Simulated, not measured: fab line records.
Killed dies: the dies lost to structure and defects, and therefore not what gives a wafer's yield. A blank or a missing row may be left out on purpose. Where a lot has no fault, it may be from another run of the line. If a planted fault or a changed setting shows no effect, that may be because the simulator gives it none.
What tool caused it? :: flow sky130 :: 12 lots, 36 wafers sampled, at 5 steps of a route of 708

== WHAT THE GAUGES SHOWED, per wafer ==
SKY_LDD_HVP_OVL_MEAS_07.
lot: L168
measured: day 21 08:05
on: overlay-01
LDD_HVP_OVL (nm): -3.1 -0.8 0.0

lot: L175
measured: day 24 12:09
on: overlay-01
LDD_HVP_OVL (nm): 2.0 0.9 1.5

lot: L177
measured: day 25 01:33
on: overlay-02
LDD_HVP_OVL (nm): -0.6 -0.2 -1.4

lot: L182
measured: day 26 21:07
on: overlay-01
LDD_HVP_OVL (nm): 1.1 1.4 1.5

lot: L184
measured: day 27 09:07
on: overlay-01
LDD_HVP_OVL (nm): 2.4 0.7 1.5

lot: L185
measured: day 27 14:12
on: overlay-01
LDD_HVP_OVL (nm): 0.3 1.0 1.4

lot: L186
measured: day 28 01:10
on: overlay-02
LDD_HVP_OVL (nm): 0.6 -1.6 0.5

lot: L187
measured: day 28 11:42
on: overlay-02
LDD_HVP_OVL (nm): -1.3 -3.7 -2.1

lot: L188
measured: day 28 16:42
on: overlay-02
LDD_HVP_OVL (nm): 1.1 -1.2 -0.8

lot: L189
measured: day 29 04:09
on: overlay-02
LDD_HVP_OVL (nm): 0.2 -0.7 1.4

lot: L190
measured: day 29 11:05
on: overlay-02
LDD_HVP_OVL (nm): 1.7 2.2 1.8

lot: L191
measured: day 29 19:45
on: overlay-02
LDD_HVP_OVL (nm): 0.7 -2.3 -2.9

SKY_RES_XHIGH_TW_MEAS_09.
lot: L168
measured: day 26 10:57
on: film-metro-02
RES_XHIGH_TW: 1641 1649 1640

lot: L175
measured: day 29 11:02
on: film-metro-01
RES_XHIGH_TW: 1651 1661 1653

lot: L177
measured: day 29 22:54
on: film-metro-01
RES_XHIGH_TW: 1651 1657 1660

lot: L182
measured: day 31 17:02
on: film-metro-04
RES_XHIGH_TW: 1646 1653 1646

lot: L184
measured: day 32 04:09
on: film-metro-02
RES_XHIGH_TW: 1645 1656 1649

lot: L185
measured: day 32 13:18
on: film-metro-01
RES_XHIGH_TW: 1651 1646 1649

lot: L186
measured: day 32 18:44
on: film-metro-02
RES_XHIGH_TW: 1646 1663 1650

lot: L187
measured: day 33 05:09
on: film-metro-02
RES_XHIGH_TW: 1635 1633 1631

lot: L188
measured: day 33 11:48
on: film-metro-01
RES_XHIGH_TW: 1659 1656 1663

lot: L189
measured: day 33 21:13
on: film-metro-01
RES_XHIGH_TW: 1650 1660 1655

lot: L190
measured: day 34 03:57
on: film-metro-02
RES_XHIGH_TW: 1649 1645 1656

lot: L191
measured: day 34 11:22
on: film-metro-02
RES_XHIGH_TW: 1640 1643 1650

== EACH LOT AND THE TOOL THAT RAN IT (in order: tool; ch and the chambers of the sampled wafers; start) ==
lot: L168
SKY_SPACER_ETCHBACK_02: rie-diel-04 ch 0,2,3, day 22 16:52
SKY_RES_XHIGH_COAT_02: litho-track-04 ch 0, day 25 19:51
SKY_RES_XHIGH_STRIP_08: plasma-asher-04 ch 0,1, day 26 10:51

lot: L175
SKY_SPACER_ETCHBACK_02: rie-diel-03 ch 0,2, day 25 20:10
SKY_RES_XHIGH_COAT_02: litho-track-02 ch 0, day 28 20:13
SKY_RES_XHIGH_STRIP_08: plasma-asher-04 ch 0,1, day 29 10:56

lot: L177
SKY_SPACER_ETCHBACK_02: rie-diel-04 ch 1,2, day 26 08:49
SKY_RES_XHIGH_COAT_02: litho-track-02 ch 0, day 29 09:00
SKY_RES_XHIGH_STRIP_08: plasma-asher-01 ch 0,1, day 29 22:47

lot: L182
SKY_SPACER_ETCHBACK_02: rie-diel-04 ch 0,2,3, day 28 05:10
SKY_RES_XHIGH_COAT_02: litho-track-03 ch 0, day 31 02:53
SKY_RES_XHIGH_STRIP_08: plasma-asher-02 ch 0,1, day 31 16:56

lot: L184
SKY_SPACER_ETCHBACK_02: rie-diel-01 ch 0,1,2, day 28 16:01
SKY_RES_XHIGH_COAT_02: litho-track-03 ch 0, day 31 13:59
SKY_RES_XHIGH_STRIP_08: plasma-asher-04 ch 0,1, day 32 04:03

lot: L185
SKY_SPACER_ETCHBACK_02: rie-diel-04 ch 0,2,3, day 29 02:08
SKY_RES_XHIGH_COAT_02: litho-track-02 ch 0, day 31 23:01
SKY_RES_XHIGH_STRIP_08: plasma-asher-04 ch 0,1, day 32 13:12

lot: L186
SKY_SPACER_ETCHBACK_02: rie-diel-01 ch 0,1,2, day 29 07:58
SKY_RES_XHIGH_COAT_02: litho-track-04 ch 0, day 32 04:51
SKY_RES_XHIGH_STRIP_08: plasma-asher-04 ch 0,1, day 32 18:38

lot: L187
SKY_SPACER_ETCHBACK_02: rie-diel-03 ch 2,3, day 29 18:58
SKY_RES_XHIGH_COAT_02: litho-track-04 ch 0, day 32 15:12
SKY_RES_XHIGH_STRIP_08: plasma-asher-02 ch 0,1, day 33 05:03

lot: L188
SKY_SPACER_ETCHBACK_02: rie-diel-01 ch 1,2, day 30 00:32
SKY_RES_XHIGH_COAT_02: litho-track-03 ch 0, day 32 21:44
SKY_RES_XHIGH_STRIP_08: plasma-asher-02 ch 0,1, day 33 11:42

lot: L189
SKY_SPACER_ETCHBACK_02: rie-diel-04 ch 1,2,3, day 30 10:16
SKY_RES_XHIGH_COAT_02: litho-track-03 ch 0, day 33 08:08
SKY_RES_XHIGH_STRIP_08: plasma-asher-01 ch 0, day 33 21:07

lot: L190
SKY_SPACER_ETCHBACK_02: rie-diel-03 ch 1,2,3, day 30 17:49
SKY_RES_XHIGH_COAT_02: litho-track-03 ch 0, day 33 14:44
SKY_RES_XHIGH_STRIP_08: plasma-asher-01 ch 0,1, day 34 03:51

lot: L191
SKY_SPACER_ETCHBACK_02: rie-diel-03 ch 0,1,3, day 31 01:40
SKY_RES_XHIGH_COAT_02: litho-track-04 ch 0, day 33 21:37
SKY_RES_XHIGH_STRIP_08: plasma-asher-01 ch 0,1, day 34 11:15
- SKY_SPACER_ETCHBACK_02: etches Si3N4 in CH3F/O2, stops on SiO2, time 46.7 s, target depth 45 nm.
- SKY_RES_XHIGH_COAT_02: resist thk 1140 nm.
- SKY_RES_XHIGH_STRIP_08: strips in O2/N2.

== AS READ BY THE TOOLS THEMSELVES (means over the sampled wafers that have a number; for cases with no such wafer, the mark the record gives instead) ==
SKY_SPACER_ETCHBACK_02.
lot: L168
tool: rie-diel-04
O2_flow_sccm (sccm): 29.99
drypump-motor-current-A (A): 6.3
oes-product-au (a.u.): 0.857
throttle-valve-pct (%): 10.561

lot: L175
tool: rie-diel-03
O2_flow_sccm (sccm): 30.03
drypump-motor-current-A (A): 5.9
oes-product-au (a.u.): 0.853
throttle-valve-pct (%): 10.567

lot: L177
tool: rie-diel-04
O2_flow_sccm (sccm): 30.00
drypump-motor-current-A (A): 6.0
oes-product-au (a.u.): 0.856
throttle-valve-pct (%): 10.558

lot: L182
tool: rie-diel-04
O2_flow_sccm (sccm): 29.99
drypump-motor-current-A (A): 6.4
oes-product-au (a.u.): 0.869
throttle-valve-pct (%): 10.565

lot: L184
tool: rie-diel-01
O2_flow_sccm (sccm): 30.00
drypump-motor-current-A (A): 5.9
oes-product-au (a.u.): 0.864
throttle-valve-pct (%): 10.562

lot: L185
tool: rie-diel-04
O2_flow_sccm (sccm): 29.95
drypump-motor-current-A (A): 6.3
oes-product-au (a.u.): 0.861
throttle-valve-pct (%): 10.559

lot: L186
tool: rie-diel-01
O2_flow_sccm (sccm): 30.09
drypump-motor-current-A (A): 5.9
oes-product-au (a.u.): 0.857
throttle-valve-pct (%): 10.563

lot: L187
tool: rie-diel-03
O2_flow_sccm (sccm): 29.99
drypump-motor-current-A (A): 5.6
oes-product-au (a.u.): 0.864
throttle-valve-pct (%): 10.567

lot: L188
tool: rie-diel-01
O2_flow_sccm (sccm): 29.97
drypump-motor-current-A (A): 6.0
oes-product-au (a.u.): 0.857
throttle-valve-pct (%): 10.562

lot: L189
tool: rie-diel-04
O2_flow_sccm (sccm): 30.07
drypump-motor-current-A (A): 6.2
oes-product-au (a.u.): 0.857
throttle-valve-pct (%): 10.560

lot: L190
tool: rie-diel-03
O2_flow_sccm (sccm): 29.97
drypump-motor-current-A (A): 5.7
oes-product-au (a.u.): 0.859
throttle-valve-pct (%): 10.563

lot: L191
tool: rie-diel-03
O2_flow_sccm (sccm): 30.06
drypump-motor-current-A (A): 5.7
oes-product-au (a.u.): 0.860
throttle-valve-pct (%): 10.563

SKY_RES_XHIGH_COAT_02.
lot: L168
tool: litho-track-04
spin-speed-rpm (rpm): 2999.7

lot: L175
tool: litho-track-02
spin-speed-rpm (rpm): 3065.0

lot: L177
tool: litho-track-02
spin-speed-rpm (rpm): 3065.4

lot: L182
tool: litho-track-03
spin-speed-rpm (rpm): 2998.5

lot: L184
tool: litho-track-03
spin-speed-rpm (rpm): 3000.7

lot: L185
tool: litho-track-02
spin-speed-rpm (rpm): 2999.9

lot: L186
tool: litho-track-04
spin-speed-rpm (rpm): 2999.7

lot: L187
tool: litho-track-04
spin-speed-rpm (rpm): 2999.8

lot: L188
tool: litho-track-03
spin-speed-rpm (rpm): 2999.6

lot: L189
tool: litho-track-03
spin-speed-rpm (rpm): 3003.3

lot: L190
tool: litho-track-03
spin-speed-rpm (rpm): 3002.9

lot: L191
tool: litho-track-04
spin-speed-rpm (rpm): 2999.4

SKY_RES_XHIGH_STRIP_08.
lot: L168
tool: plasma-asher-04
drypump-motor-current-A (A): 5.7
oes-product-au (a.u.): 0.713
strip-time-to-endpoint-s (s): 14.34

lot: L175
tool: plasma-asher-04
drypump-motor-current-A (A): 5.7
oes-product-au (a.u.): 0.709
strip-time-to-endpoint-s (s): 14.15

lot: L177
tool: plasma-asher-01
drypump-motor-current-A (A): 6.3
oes-product-au (a.u.): 0.713
strip-time-to-endpoint-s (s): 14.15

lot: L182
tool: plasma-asher-02
drypump-motor-current-A (A): 5.9
oes-product-au (a.u.): 0.712
strip-time-to-endpoint-s (s): 14.23

lot: L184
tool: plasma-asher-04
drypump-motor-current-A (A): 5.5
oes-product-au (a.u.): 0.708
strip-time-to-endpoint-s (s): 14.28

lot: L185
tool: plasma-asher-04
drypump-motor-current-A (A): 5.5
oes-product-au (a.u.): 0.710
strip-time-to-endpoint-s (s): 14.28

lot: L186
tool: plasma-asher-04
drypump-motor-current-A (A): 5.7
oes-product-au (a.u.): 0.711
strip-time-to-endpoint-s (s): 14.28

lot: L187
tool: plasma-asher-02
drypump-motor-current-A (A): 5.8
oes-product-au (a.u.): 0.714
strip-time-to-endpoint-s (s): 14.29

lot: L188
tool: plasma-asher-02
drypump-motor-current-A (A): 6.0
oes-product-au (a.u.): 0.717
strip-time-to-endpoint-s (s): 14.27

lot: L189
tool: plasma-asher-01
drypump-motor-current-A (A): 6.6
oes-product-au (a.u.): 0.715
strip-time-to-endpoint-s (s): 14.24

lot: L190
tool: plasma-asher-01
drypump-motor-current-A (A): 6.3
oes-product-au (a.u.): 0.709
strip-time-to-endpoint-s (s): 14.24

lot: L191
tool: plasma-asher-01
drypump-motor-current-A (A): 6.4
oes-product-au (a.u.): 0.713
strip-time-to-endpoint-s (s): 14.25

== THE ANSWER, worked out from the rows above alone ==
Rule: the usual values come from the lots themselves. The widest of any qualifying gaps counts: lots, ordered by their means at a reading, are off when they make up no more than a third of the lots, leave a main group of 4 or more, and stand apart from it by 3 or more times the standard deviation of that group's means. A main group whose means are all the same, to the digits that the tables above print for the reading, isn't used. Also off: a lot with no number at a reading for which 4 or more lots have one. All remaining lots with rows at the step are treated as sound. First the gauges in route order, then the tools' own readings, where a lot's mean is used as printed above. The first step at which some lot is off is used, and at that step the reading that is off furthest; a lot without a number counts as furthest.
Off: L175, L177, at SKY_RES_XHIGH_COAT_02 (spin-speed-rpm). Mean 3000.3 rpm and standard deviation 1.5 in the main group.
If a tool, at that step or one of the process steps before it, ran each lot that is off and ran no sound lot following the first of them, it fits. No candidate that was tried fits.

== WHAT THE SIMULATOR PUT IN ==
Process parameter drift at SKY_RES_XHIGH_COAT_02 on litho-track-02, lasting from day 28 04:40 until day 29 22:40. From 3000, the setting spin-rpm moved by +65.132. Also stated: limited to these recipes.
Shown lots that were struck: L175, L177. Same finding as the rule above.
